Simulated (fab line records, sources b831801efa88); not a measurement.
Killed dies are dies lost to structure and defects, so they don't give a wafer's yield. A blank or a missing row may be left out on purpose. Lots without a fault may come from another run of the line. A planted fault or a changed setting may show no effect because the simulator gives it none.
Which tool did it? | flow sky130 | 15 lots, 44 wafers sampled, at 2 steps of a route of 708

WHAT THE GAUGES READ, wafer by wafer
The record holds no reading of a measuring or inspecting step that can be judged against a usual standard deviation.

WHICH TOOL RAN EACH LOT (tool, then ch and the chambers of the sampled wafers, then the start)
lot  | SKY_CAP2M_SOFTBAKE_08             | SKY_PAD_OPEN_PROBE_99
L311 | litho_track-03 ch 0, day 40 03:00 | -
L312 | litho_track-04 ch 0, day 40 04:59 | -
L313 | litho_track-02 ch 0, day 40 12:46 | -
L314 | litho_track-04 ch 0, day 40 16:49 | prober-01, day 46 04:19
L316 | litho_track-04 ch 0, day 41 15:08 | -
L317 | litho_track-04 ch 0, day 42 00:04 | -
L318 | litho_track-04 ch 0, day 42 06:52 | -
L320 | litho_track-04 ch 0, day 43 00:43 | prober-01, day 48 03:38
L326 | litho_track-03 ch 0, day 44 22:39 | -
L328 | litho_track-02 ch 0, day 45 04:22 | -
L329 | litho_track-02 ch 0, day 45 05:01 | prober-02, day 49 22:25
L331 | litho_track-03 ch 0, day 45 13:27 | prober-01, day 50 05:01
L332 | litho_track-02 ch 0, day 45 19:04 | -
L333 | litho_track-02 ch 0, day 46 08:16 | -
L334 | litho_track-03 ch 0, day 46 09:03 | -
- SKY_CAP2M_SOFTBAKE_08: time 60 s.
- SKY_PAD_OPEN_PROBE_99

WHAT THE TOOLS THEMSELVES READ (means of the sampled wafers that have a number; where no wafer has one, the mark that the record gives instead)
SKY_CAP2M_SOFTBAKE_08. Usual: heater_power_total_W 56.59 W, standard deviation 0.046; run_length_s 89.13 s, standard deviation 0.16.
lot  | tool           | heater_power_total_W (W) | run_length_s (s) | flag
L311 | litho_track-03 | 56.59                    | 89.02            |
L312 | litho_track-04 | 56.61                    | 89.22            |
L313 | litho_track-02 | 56.63                    | 89.12            |
L314 | litho_track-04 | 56.57                    | 89.28            |
L316 | litho_track-04 | 56.55                    | 89.35            |
L317 | litho_track-04 | 57.15                    | 87.56            | OFF
L318 | litho_track-04 | 57.18                    | 87.50            | OFF
L320 | litho_track-04 | 57.45                    | 86.79            | OFF
L326 | litho_track-03 | 56.63                    | 88.94            |
L328 | litho_track-02 | 56.57                    | 89.01            |
L329 | litho_track-02 | 56.58                    | 89.09            |
L331 | litho_track-03 | 56.59                    | 89.04            |
L332 | litho_track-02 | 56.56                    | 89.04            |
L333 | litho_track-02 | 56.60                    | 89.04            |
L334 | litho_track-03 | 56.57                    | 89.06            |

SKY_PAD_OPEN_PROBE_99. Usual: defect_limited_yield 82.7 %, standard deviation 1.8; killed_at_M0_to_M3 44, standard deviation 6.8; killed_at_M4_up 3.2, standard deviation 1.7; killed_at_contacts 24, standard deviation 4.9; killed_at_front_end 14, standard deviation 4.1; killed_at_other 0.2, standard deviation 0.51; killed_dies 85, standard deviation 8.7; killed_open 46, standard deviation 6.8; killed_short 39, standard deviation 6.1; sort_bin_3_pad_short 0.9 %, standard deviation 0.43; sort_bin_5_function 10.1 %, standard deviation 1.4; sort_bin_6_memory 6.3 %, standard deviation 1.1; sort_n_pass 407, standard deviation 8.7; sort_yield_pct 82.7 %, standard deviation 1.8.
lot  | tool      | defect_limited_yield (%) | killed_at_M0_to_M3 | killed_at_M4_up | killed_at_contacts | killed_at_front_end | killed_at_other | killed_dies | killed_open | killed_short | sort_bin_3_pad_short (%) | sort_bin_5_function (%) | sort_bin_6_memory (%) | sort_n_pass | sort_yield_pct (%) | flag
L314 | prober-01 | 83.1                     | 37                 | 4.0             | 24                 | 19                  | 0.0             | 83          | 45          | 38           | 1.7                      | 9.4                     | 5.7                   | 409         | 83.1               |
L320 | prober-01 | 82.9                     | 41                 | 3.0             | 29                 | 11                  | 0.0             | 84          | 47          | 37           | 1.0                      | 10.0                    | 6.1                   | 408         | 82.9               |
L329 | prober-02 | 83.5                     | 40                 | 2.0             | 23                 | 17                  | 0.0             | 81          | 47          | 35           | 0.4                      | 10.3                    | 5.8                   | 411         | 83.5               |
L331 | prober-01 | 81.3                     | 42                 | 4.7             | 32                 | 14                  | 0.0             | 92          | 54          | 38           | 0.9                      | 10.9                    | 6.9                   | 400         | 81.3               |

THE ANSWER, worked out from the rows above alone
Rule: a lot is off if the mean of its wafers that have a number lies more than 3 standard deviations from the usual mean. A lot without any number at a reading at which 4 lots or more have one is off too. The other lots that the step has rows for count as sound. The gauges are gone through in route order, then the tools' own readings, and for those a lot's mean is taken as printed above. The first step at which some lot is off is used, and at that step the reading that is off furthest; a lot without a number counts as furthest.
Off: L317, L318, L320, at SKY_CAP2M_SOFTBAKE_08 (heater_power_total_W).
A tool fits if, at that step or a process step before it, it ran every lot that is off, and no sound lot after the first of them. One fits: litho_track-04 at SKY_CAP2M_SOFTBAKE_08. Its last sound lot is L316 (day 41 15:08), its first lot that is off L317 (day 42 00:04): a fault that began between those two fits.
The tool's own readings at SKY_CAP2M_SOFTBAKE_08 bear it out: on the lots that are off they differ by more than 5 times the standard deviation of the sound lots' means. heater_power_total_W reads 57.26 W there against 56.59 W on the sound lots; run_length_s reads 87.28 s there against 89.10 s on the sound lots.

WHAT THE SIMULATOR HAD PUT IN
Process parameter drift: litho_track-04, from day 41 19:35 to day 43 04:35, at SKY_CAP2M_SOFTBAKE_08. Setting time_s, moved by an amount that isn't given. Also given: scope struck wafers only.
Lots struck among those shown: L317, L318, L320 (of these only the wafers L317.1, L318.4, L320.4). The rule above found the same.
